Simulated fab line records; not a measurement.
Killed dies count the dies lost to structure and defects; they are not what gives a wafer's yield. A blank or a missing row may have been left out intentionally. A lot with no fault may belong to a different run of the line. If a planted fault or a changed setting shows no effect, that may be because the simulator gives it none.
Comparing a struck lot with a sound one :: flow sfq-line :: 15 steps out of a route of 325
Sound: the wafers L704.2, L704.4, L704.5. Struck: wafer L713.2 (L713.3, L713.6, from the same lot, were not struck and are left out); the cause is given at the end.
At each step with rows: each side's tool, then ch and its chambers, then its first start. Under that, the readings that differ: sound wafers :: struck wafers :: difference of the means :: sigmas: that difference in standard deviations of wafers without a fault.
alike: readings whose means differ by less than 2 such deviations, and words and numbers that are the same on both sides. not compared: withheld readings, readings that some wafer has no value for, bounds like >300 that may hide the same value, and numbers for which the record gives no deviation and whose values overlap.
The two part at a step that has a row with sigmas, a row that says differs or no value, or rows on one side only. Numbers that have no deviation but don't overlap get no sigmas and don't part them. A reading missing from all wafers of one side parts the sides only when that side holds two or more wafers.

first, 1 step without rows for these wafers: SFQ_TRILAYER_M1_STRIP_SOLV_CLEAN_044 (cleans in NMP, time 600 s).
SFQ_TRILAYER_I1_DEP_PECVD_045: deposits SiO2 from SiH4/N2O, time 111.11 s, target thk 500 nm.
  sound on pecvd-03 ch 1,2, day 25 14:48; struck on pecvd-03 ch 1, day 29 08:08
  alike: heater-power-w, rf-fwd-power-W, throttle-valve-pct
SFQ_TRILAYER_I1_CMP_CMP_046: polishes SiO2.
  sound on cmp-02 ch 1,2,3, day 25 14:53; struck on cmp-01 ch 3, day 29 11:13
reading: platen-rpm (rpm)
sound: 59.98 60.04 59.98
struck: 60.08
difference: +0.08
sigmas: +2
  alike: motor-current-A, time-to-endpoint-s
SFQ_I1_BOW_MEAS_912:
  sound: film-metro-03 at day 25 17:54; struck: film-metro-03 at day 29 12:44
  alike: I1_BOW
SFQ_TRILAYER_I1_METRO_MEASURE_047:
  sound: film-metro-03 at day 25 18:12; struck: film-metro-03 at day 29 13:02
  alike: thk-nm
then, 6 steps without rows for these wafers: SFQ_TRILAYER_I1_VIA_LITHO_COAT_054 (resist thk 62 nm); SFQ_TRILAYER_I1_VIA_LITHO_COAT_049 (resist thk 650 nm); SFQ_TRILAYER_I1_VIA_LITHO_SOFTBAKE_053; SFQ_TRILAYER_I1_VIA_LITHO_EXPOSE_050 (exposes mask I1, target cd 500 nm); SFQ_TRILAYER_I1_VIA_LITHO_PEB_052 (peb time 60 s); SFQ_TRILAYER_I1_VIA_LITHO_DEVELOP_051 (time 60 s).
-- the record jumps here: 5 days lie between the struck wafers' starts before and after --
SFQ_I1_OVL_MEAS_913:
  sound: overlay-02 at day 31 20:10; struck: overlay-01 at day 34 05:56
  alike: I1_OVL
SFQ_TRILAYER_I1_VIA_BARC_OPEN_VIA_ETCH_071: etches BARC in O2, target depth 125 nm, time 41.7 s.
  sound on rie-diel-03 ch 0,2, day 31 20:12; struck on rie-diel-03 ch 1, day 34 05:58
reading: model.KrF_of_TRILAYER_I1_VIA_LITHO_COAT_049.thk-nm (nm)
sound: 574.7 573.5 573
struck: 585.4
difference: +11.7
sigmas: 
  alike: drypump-motor-current-A, oes-product-au, rf-fwd-power-W
  not compared: rf-hours-counter-h
SFQ_TRILAYER_I1_VIA_ETCH_VIA_ETCH_052: etches SiO2 in CHF3, stops on Nb, target depth 260 nm.
  sound on rie-diel-03 ch 0,2, day 31 20:14; struck on rie-diel-03 ch 1, day 34 06:01
reading: oes-product-au (a.u.)
sound: 0.844 0.857 0.852
struck: 0.863
difference: +0.012
sigmas: +2

reading: model.KrF_of_TRILAYER_I1_VIA_LITHO_COAT_049.thk-nm (nm)
sound: 530.2 529 527.8
struck: 540.3
difference: +11.3
sigmas: 
  alike: drypump-motor-current-A, rf-fwd-power-W
SFQ_TRILAYER_I1_VIA_STRIP_STRIP_053: strips in O2.
  sound on rie-metal-03 ch 0,1, day 31 20:21; struck on rie-metal-03 ch 1, day 34 06:07
  alike: drypump-motor-current-A, oes-product-au
  not compared: rf-hours-counter-h

## WHERE THEY PART
Earliest at SFQ_TRILAYER_I1_CMP_CMP_046; latest, in this record, at SFQ_TRILAYER_I1_VIA_ETCH_VIA_ETCH_052. Later steps at which nothing parts them and some readings are alike: SFQ_TRILAYER_I1_VIA_STRIP_STRIP_053.

WHY: the cause the simulator had injected
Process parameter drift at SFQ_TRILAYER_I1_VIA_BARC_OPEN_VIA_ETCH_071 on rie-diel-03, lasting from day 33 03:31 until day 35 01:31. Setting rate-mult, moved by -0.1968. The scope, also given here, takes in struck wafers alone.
